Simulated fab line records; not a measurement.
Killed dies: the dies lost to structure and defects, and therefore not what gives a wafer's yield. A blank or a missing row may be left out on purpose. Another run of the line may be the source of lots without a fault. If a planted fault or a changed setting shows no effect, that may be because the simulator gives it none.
Which tool did it? | flow sky130 | 33 wafers from 11 lots sampled at 4 of the route's 708 steps

== WHAT THE GAUGES READ, wafer by wafer ==
SKY_PASSIVATION_THK_MEAS_01.
lot  | measured     | on            | PASSIVATION_CVD_00_THK (nm)
L692 | day 44 04:29 | film-metro-02 | 88.0 89.3 90.4
L694 | day 44 13:22 | film-metro-01 | 90.1 90.9 89.5
L696 | day 44 22:31 | film-metro-04 | 89.8 90.3 91.2
L695 | day 45 12:16 | film-metro-02 | 91.5 91.2 92.5
L697 | day 45 19:50 | film-metro-01 | 90.2 91.9 92.2
L700 | day 46 17:34 | film-metro-01 | 89.1 91.4 90.8
L702 | day 47 04:12 | film-metro-02 | 89.4 91.0 89.6
L709 | day 48 09:57 | film-metro-04 | 88.9 90.0 90.0
L710 | day 48 13:19 | film-metro-02 | 88.2 88.0 89.3
L712 | day 48 21:59 | film-metro-02 | 89.2 88.3 90.4
L713 | day 49 03:51 | film-metro-04 | 88.1 89.2 88.4

SKY_PASSIVATION_THK_MEAS_03.
lot  | measured     | on            | PASSIVATION_CVD_02_THK (nm)
L692 | day 44 04:46 | film-metro-01 | 531 548 531
L694 | day 44 13:40 | film-metro-04 | 525 535 550
L696 | day 44 22:48 | film-metro-02 | 532 537 544
L695 | day 45 12:33 | film-metro-02 | 533 534 540
L697 | day 45 20:07 | film-metro-02 | 538 550 544
L700 | day 46 17:50 | film-metro-02 | 530 544 546
L702 | day 47 04:29 | film-metro-04 | 532 542 549
L709 | day 48 10:14 | film-metro-01 | 537 536 581 538 537 580
L710 | day 48 13:35 | film-metro-02 | 543 540 547
L712 | day 48 22:16 | film-metro-02 | 542 542 537
L713 | day 49 04:08 | film-metro-04 | 542 527 551

== WHICH TOOL RAN EACH LOT (tool, then ch and the chambers of the sampled wafers, then the start) ==
lot  | SKY_METAL5_SPUTTER_00        | SKY_PASSIVATION_CVD_02
L692 | pvd-sputter-04, day 43 05:18 | pecvd-04 ch 0,1,2, day 44 04:33
L694 | pvd-sputter-04, day 43 14:14 | pecvd-04 ch 0,2, day 44 13:25
L696 | pvd-sputter-03, day 43 23:31 | pecvd-01 ch 0,1, day 44 22:34
L695 | pvd-sputter-03, day 44 13:33 | pecvd-01 ch 1,2, day 45 12:19
L697 | pvd-sputter-04, day 44 22:42 | pecvd-04 ch 0,1, day 45 19:53
L700 | pvd-sputter-04, day 45 18:50 | pecvd-01 ch 0,2, day 46 17:36
L702 | pvd-sputter-02, day 46 06:34 | pecvd-03 ch 0,2, day 47 04:16
L709 | pvd-sputter-02, day 47 12:49 | pecvd-01 ch 0,2, day 48 10:01
L710 | pvd-sputter-04, day 47 16:22 | pecvd-03 ch 0,1, day 48 13:22
L712 | pvd-sputter-02, day 48 01:17 | pecvd-03 ch 0,1,2, day 48 22:02
L713 | pvd-sputter-02, day 48 07:19 | pecvd-03 ch 1,2, day 49 03:55
- SKY_METAL5_SPUTTER_00: material Ti, target thk 15 nm, time 10 s.
- SKY_PASSIVATION_CVD_02: deposits Si3N4, target thk 540 nm.

== WHAT THE TOOLS THEMSELVES READ (means of the sampled wafers that have a number; where no wafer has one, the mark that the record gives instead) ==
SKY_METAL5_SPUTTER_00.
lot  | tool           | throttle-valve-pct (%)
L692 | pvd-sputter-04 | 29.7
L694 | pvd-sputter-04 | 28.4
L696 | pvd-sputter-03 | 28.8
L695 | pvd-sputter-03 | 29.6
L697 | pvd-sputter-04 | 28.3
L700 | pvd-sputter-04 | 28.7
L702 | pvd-sputter-02 | 29.8
L709 | pvd-sputter-02 | 30.3
L710 | pvd-sputter-04 | 29.5
L712 | pvd-sputter-02 | 29.6
L713 | pvd-sputter-02 | 30.3

SKY_PASSIVATION_CVD_02.
lot  | tool     | heater-power-w (W)
L692 | pecvd-04 | 722
L694 | pecvd-04 | 686
L696 | pecvd-01 | 709
L695 | pecvd-01 | 550
L697 | pecvd-04 | 691
L700 | pecvd-01 | 643
L702 | pecvd-03 | 674
L709 | pecvd-01 | 794
L710 | pecvd-03 | 768
L712 | pecvd-03 | 748
L713 | pecvd-03 | 717

== THE ANSWER, worked out from the rows above alone ==
Rule: the usual values come from the lots themselves. The widest of any qualifying gaps counts: lots, ordered by their means at a reading, are off when they make up no more than a third of the lots, leave a main group of 4 or more, and stand apart from it by 3 or more times the standard deviation of that group's means. A main group whose means are all the same, to the digits that the tables above print for the reading, isn't used. Also off: a lot with no number at a reading for which 4 or more lots have one. The other lots that the step has rows for count as sound. After the gauges, taken in route order, come the tools' own readings; for these a lot's mean is taken, as printed above. At the first step where some lot is off, the reading lying furthest off is the one used; lots without a number count as furthest.
No lot is off at any reading shown: from this, nothing can be told.

== WHAT THE SIMULATOR HAD INSERTED ==
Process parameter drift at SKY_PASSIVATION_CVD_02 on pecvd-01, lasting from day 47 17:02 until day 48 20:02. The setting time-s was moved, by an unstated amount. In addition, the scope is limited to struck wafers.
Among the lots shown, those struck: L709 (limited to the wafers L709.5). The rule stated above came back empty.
